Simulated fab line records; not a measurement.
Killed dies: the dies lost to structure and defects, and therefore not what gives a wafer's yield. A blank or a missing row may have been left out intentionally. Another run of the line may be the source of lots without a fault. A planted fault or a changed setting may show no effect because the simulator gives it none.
Which of the tools did it? || flow gf180mcu || 6 lots with 18 wafers sampled at 3 steps, on a route of 602 steps

## WHAT THE GAUGES SHOWED, per wafer
GF_V3_RS_MEAS_24: measurement is done with a four-point probe.
{"lot": "L471", "measured": "day 22 11:32", "on": "filmMetro-04", "V3_W_RS (ohm/sq)": "0.330 0.330 0.327"}
{"lot": "L474", "measured": "day 23 19:44", "on": "filmMetro-01", "V3_W_RS (ohm/sq)": "0.331 0.329 0.330"}
{"lot": "L477", "measured": "day 24 21:59", "on": "filmMetro-02", "V3_W_RS (ohm/sq)": "0.326 0.324 0.323"}
{"lot": "L483", "measured": "day 27 03:19", "on": "filmMetro-02", "V3_W_RS (ohm/sq)": "43.179 42.999 43.559"}
{"lot": "L488", "measured": "day 28 11:49", "on": "filmMetro-01", "V3_W_RS (ohm/sq)": "0.326 0.326 0.327"}
{"lot": "L493", "measured": "day 29 17:43", "on": "filmMetro-01", "V3_W_RS (ohm/sq)": "0.326 0.323 0.326"}

## WHAT TOOL EACH LOT RAN ON (gives the tool, then ch and the chambers of the sampled wafers, and finally the start)
{"lot": "L471", "GF_V2_ETCH_17": "rieDiel-01 ch 0,2,3, day 22 10:17 or earlier", "GF_V3_CVD_23": "cvdW-01 ch 0,1, day 22 11:25"}
{"lot": "L474", "GF_V2_ETCH_17": "rieDiel-03 ch 1,2,3, day 23 18:48 or earlier", "GF_V3_CVD_23": "cvdW-02 ch 0,1, day 23 19:37"}
{"lot": "L477", "GF_V2_ETCH_17": "rieDiel-03 ch 1,2,3, day 24 20:58 or earlier", "GF_V3_CVD_23": "cvdW-02 ch 1, day 24 21:46"}
{"lot": "L483", "GF_V2_ETCH_17": "rieDiel-03 ch 0,1,2, day 27 02:25 or earlier", "GF_V3_CVD_23": "cvdW-01 ch 0,1, day 27 03:13"}
{"lot": "L488", "GF_V2_ETCH_17": "rieDiel-01 ch 0,1,2, day 28 10:50 or earlier", "GF_V3_CVD_23": "cvdW-02 ch 0,1, day 28 11:41"}
{"lot": "L493", "GF_V2_ETCH_17": "rieDiel-02 ch 0,1,2, day 29 16:49 or earlier", "GF_V3_CVD_23": "cvdW-01 ch 0,1, day 29 17:37"}
- GF_V2_ETCH_17: etches SiO2 in C4F8/O2/Ar, stops on TiN, target depth 630 nm.
- GF_V3_CVD_23: deposits W, target thk 350 nm, time 104.9 s.

## THE ANSWER, worked out from the rows above alone
Rule: the usual values come from the lots themselves. The widest of any qualifying gaps counts: lots, ordered by their means at a reading, are off when they make up no more than a third of the lots, leave a main group of 4 or more, and stand apart from it by 3 or more times the standard deviation of that group's means. The tables above print the reading to a certain number of digits; a main group whose means all agree to those digits is not used. A lot without any number at a reading at which 4 lots or more have one is off too. Where the step has rows for the other lots, those lots are counted as sound.
Off: L483, at GF_V3_RS_MEAS_24 (V3_W_RS). For the main group the mean is 0.327 ohm/sq and the standard deviation 0.0022.
If a tool, at a process step before that reading, ran all the lots that are off and no sound lot after the first of them, it fits. Gauges at GF_V3_RS_MEAS_24: tried the same way as those tools. GF_V2_ETCH_17: start missing for some lots; hours and lot order therefore follow GF_V3_OVL_MEAS_15. 2 tools fit, rieDiel-03 at GF_V2_ETCH_17 and filmMetro-02 at GF_V3_RS_MEAS_24, so this cannot tell which one it is.

## WHAT THE SIMULATOR HAD INSERTED
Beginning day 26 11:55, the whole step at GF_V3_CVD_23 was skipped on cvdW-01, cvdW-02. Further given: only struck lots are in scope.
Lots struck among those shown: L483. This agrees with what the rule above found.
